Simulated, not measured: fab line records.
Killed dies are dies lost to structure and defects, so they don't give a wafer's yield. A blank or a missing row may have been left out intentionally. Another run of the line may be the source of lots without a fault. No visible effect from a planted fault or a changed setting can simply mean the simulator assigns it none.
Which tool did it?    flow sky130    13 lots with 39 wafers sampled at 4 steps, on a route of 708 steps

== WHAT EACH GAUGE READ, for each wafer ==
SKY_SONOS_TUNNEL_CD_MEAS_07: the cd target is 410 nm. Usual: cd_nm reads 408.8 nm (standard deviation 2.5).
lot   measured      on         cd_nm (nm)         flag
L858  day 11 07:58  cd_sem-02  408.1 406.5 408.0  
L859  day 11 15:41  cd_sem-02  411.6 411.6 414.5  
L861  day 12 03:44  cd_sem-01  411.5 411.8 413.3  
L863  day 12 19:32  cd_sem-01  410.7 410.3 411.1  
L864  day 13 03:53  cd_sem-01  409.9 406.2 407.1  
L865  day 13 16:25  cd_sem-01  414.1 414.2 412.4  
L866  day 13 22:59  cd_sem-01  407.5 405.7 407.3  
L874  day 16 22:05  cd_sem-02  404.4 406.8 407.0  
L877  day 17 13:44  cd_sem-01  407.0 408.7 406.4  
L878  day 17 21:44  cd_sem-01  408.6 407.9 409.6  
L879  day 18 08:59  cd_sem-01  410.0 408.5 409.7  
L880  day 18 16:58  cd_sem-01  411.8 408.9 413.0  
L881  day 19 02:08  cd_sem-01  404.5 402.3 405.0  

SKY_POLY_CUT_OVL_MEAS_09. Usual: POLY_CUT_OVL typically reads 1 nm, with standard deviation 5.8.
lot   measured      on          POLY_CUT_OVL (nm)  flag
L858  day 24 02:08  overlay-01  3 2 -2             
L859  day 24 14:28  overlay-02  -1 6 8             
L861  day 25 05:07  overlay-01  9 2 9              
L863  day 25 16:58  overlay-01  4 3 -4             
L864  day 26 08:01  overlay-01  2 13 -5            
L865  day 26 21:16  overlay-02  10 3 11            
L866  day 27 00:16  overlay-01  6 7 -1             
L874  day 30 02:13  overlay-02  -8 -10 -14         
L877  day 30 17:22  overlay-02  -7 1 -2            
L878  day 31 00:40  overlay-02  0 12 6             
L879  day 31 08:34  overlay-01  5 3 7              
L880  day 31 16:55  overlay-01  1 10 -1            
L881  day 31 19:43  overlay-01  -2 -6 -8           

SKY_SD_N_OVL_MEAS_08. Usual: SD_N_OVL typically reads 0.7 nm, with standard deviation 1.5.
lot   measured      on          SD_N_OVL (nm)   flag
L858  day 27 18:03  overlay-02  0.3 -1.4 1.3    
L859  day 28 06:05  overlay-02  -1.8 -1.2 -1.5  
L861  day 28 19:38  overlay-01  2.2 -0.4 -0.7   
L863  day 29 06:59  overlay-01  -0.3 1.5 2.1    
L864  day 29 20:58  overlay-01  1.8 1.5 1.8     
L865  day 30 10:01  overlay-01  -1.3 0.4 2.6    
L866  day 30 13:46  overlay-02  2.0 1.3 3.7     
L874  day 33 11:01  overlay-02  0.2 0.5 1.0     
L877  day 34 02:36  overlay-01  -0.1 -2.1 -0.6  
L878  day 34 08:08  overlay-02  -1.8 -0.1 -1.1  
L879  day 34 18:09  overlay-02  2.7 3.4 1.2     
L880  day 35 00:22  overlay-01  3.2 2.3 4.1     
L881  day 35 04:13  overlay-02  1.0 -1.2 0.4    

== TOOL THAT RAN EACH LOT (tool first, then ch and the chambers of the sampled wafers, then the start) ==
lot   SKY_LDD_LDN_EXPOSE_04
L858  iline_stepper-02 ch 0, day 22 01:55
L859  iline_stepper-01 ch 0, day 22 15:01
L861  iline_stepper-01 ch 0, day 23 07:02
L863  iline_stepper-01 ch 0, day 23 18:22
L864  iline_stepper-02 ch 0, day 24 07:00
L865  iline_stepper-02 ch 0, day 24 23:55
L866  iline_stepper-02 ch 0, day 25 03:32
L874  iline_stepper-01 ch 0, day 28 04:29
L877  iline_stepper-02 ch 0, day 28 20:52
L878  iline_stepper-02 ch 0, day 29 04:58
L879  iline_stepper-01 ch 0, day 29 13:23
L880  iline_stepper-02 ch 0, day 29 21:59
L881  iline_stepper-02 ch 0, day 30 01:05
- SKY_LDD_LDN_EXPOSE_04: exposes mask LDNTM, target cd 700 nm.

== AS READ BY THE TOOLS THEMSELVES (means over the sampled wafers that have a number; for cases with no such wafer, the mark the record gives instead) ==
The record holds no such reading with a usual standard deviation.

== THE ANSWER, worked out from the rows above alone ==
Rule: a lot is off if the mean of its wafers that have a number lies more than 3 standard deviations from the usual mean. Also off: a lot with no number at a reading for which 4 or more lots have one. Any other lot the step has rows for is counted as sound. After the gauges, taken in route order, come the tools' own readings; for these a lot's mean is taken, as printed above. The first step at which some lot is off is used, and at that step the reading that is off furthest; a lot without a number counts as furthest.
Across all readings shown, no lot is off: no conclusion can be drawn from this.

== WHAT THE SIMULATOR HAD PUT IN ==
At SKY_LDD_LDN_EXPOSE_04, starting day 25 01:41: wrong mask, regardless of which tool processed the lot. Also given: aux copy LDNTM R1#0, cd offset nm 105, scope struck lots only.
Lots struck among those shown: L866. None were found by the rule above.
